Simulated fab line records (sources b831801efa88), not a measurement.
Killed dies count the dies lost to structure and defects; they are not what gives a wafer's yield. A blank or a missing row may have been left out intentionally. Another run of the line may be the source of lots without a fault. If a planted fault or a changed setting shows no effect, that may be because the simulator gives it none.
The tool behind it: which one? :: flow gf180mcu :: 21 wafers from 7 lots sampled at 2 of the route's 602 steps

== WHAT THE GAUGES READ, wafer by wafer ==
GF_HV_LDD_TW_MEAS_23.
lot: L806
measured: day 11 05:20
on: film metro-04
HV_LDD_2_TW: 1047 1052 1053

lot: L812
measured: day 13 04:08
on: film metro-01
HV_LDD_2_TW: 30 30 30

lot: L818
measured: day 14 23:07
on: film metro-02
HV_LDD_2_TW: 1065 1068 1059

lot: L820
measured: day 16 04:20
on: film metro-01
HV_LDD_2_TW: 1068 1075 1076

lot: L824
measured: day 17 00:32
on: film metro-02
HV_LDD_2_TW: 1057 1052 1058

lot: L826
measured: day 17 14:55
on: film metro-01
HV_LDD_2_TW: 1056 1062 1059

lot: L828
measured: day 18 05:05
on: film metro-04
HV_LDD_2_TW: 1059 1053 1057

== WHAT TOOL EACH LOT RAN ON (gives the tool, then ch and the chambers of the sampled wafers, and finally the start) ==
lot: L806
GF_HV_LDD_IMPLANT_21: implanter-04 ch 0, day 11 05:05

lot: L812
GF_HV_LDD_IMPLANT_21: implanter-04, day 13 03:53

lot: L818
GF_HV_LDD_IMPLANT_21: implanter-04 ch 0, day 14 22:49

lot: L820
GF_HV_LDD_IMPLANT_21: implanter-01 ch 0, day 16 04:05

lot: L824
GF_HV_LDD_IMPLANT_21: implanter-04 ch 0, day 17 00:17

lot: L826
GF_HV_LDD_IMPLANT_21: implanter-03 ch 0, day 17 14:40

lot: L828
GF_HV_LDD_IMPLANT_21: implanter-04 ch 0, day 18 04:50
- GF_HV_LDD_IMPLANT_21

== THE ANSWER, worked out from the rows above alone ==
Rule: the usual values come from the lots themselves. The widest of any qualifying gaps counts: lots, ordered by their means at a reading, are off when they make up no more than a third of the lots, leave a main group of 4 or more, and stand apart from it by 3 or more times the standard deviation of that group's means. A main group is skipped when, at the precision printed for the reading in the tables above, its means are all equal. Also off: a lot with no number at a reading for which 4 or more lots have one. Where the step has rows for the other lots, those lots are counted as sound.
Off: at GF_HV_LDD_TW_MEAS_23 (HV_LDD_2_TW), L812. Mean 1060 and standard deviation 7.1 in the main group.
If a tool, at a process step before that reading, ran all the lots that are off and no sound lot after the first of them, it fits. Gauges at GF_HV_LDD_TW_MEAS_23: tried the same way as those tools. None of those tried fits.

== WHAT HAD BEEN PUT IN BY THE SIMULATOR ==
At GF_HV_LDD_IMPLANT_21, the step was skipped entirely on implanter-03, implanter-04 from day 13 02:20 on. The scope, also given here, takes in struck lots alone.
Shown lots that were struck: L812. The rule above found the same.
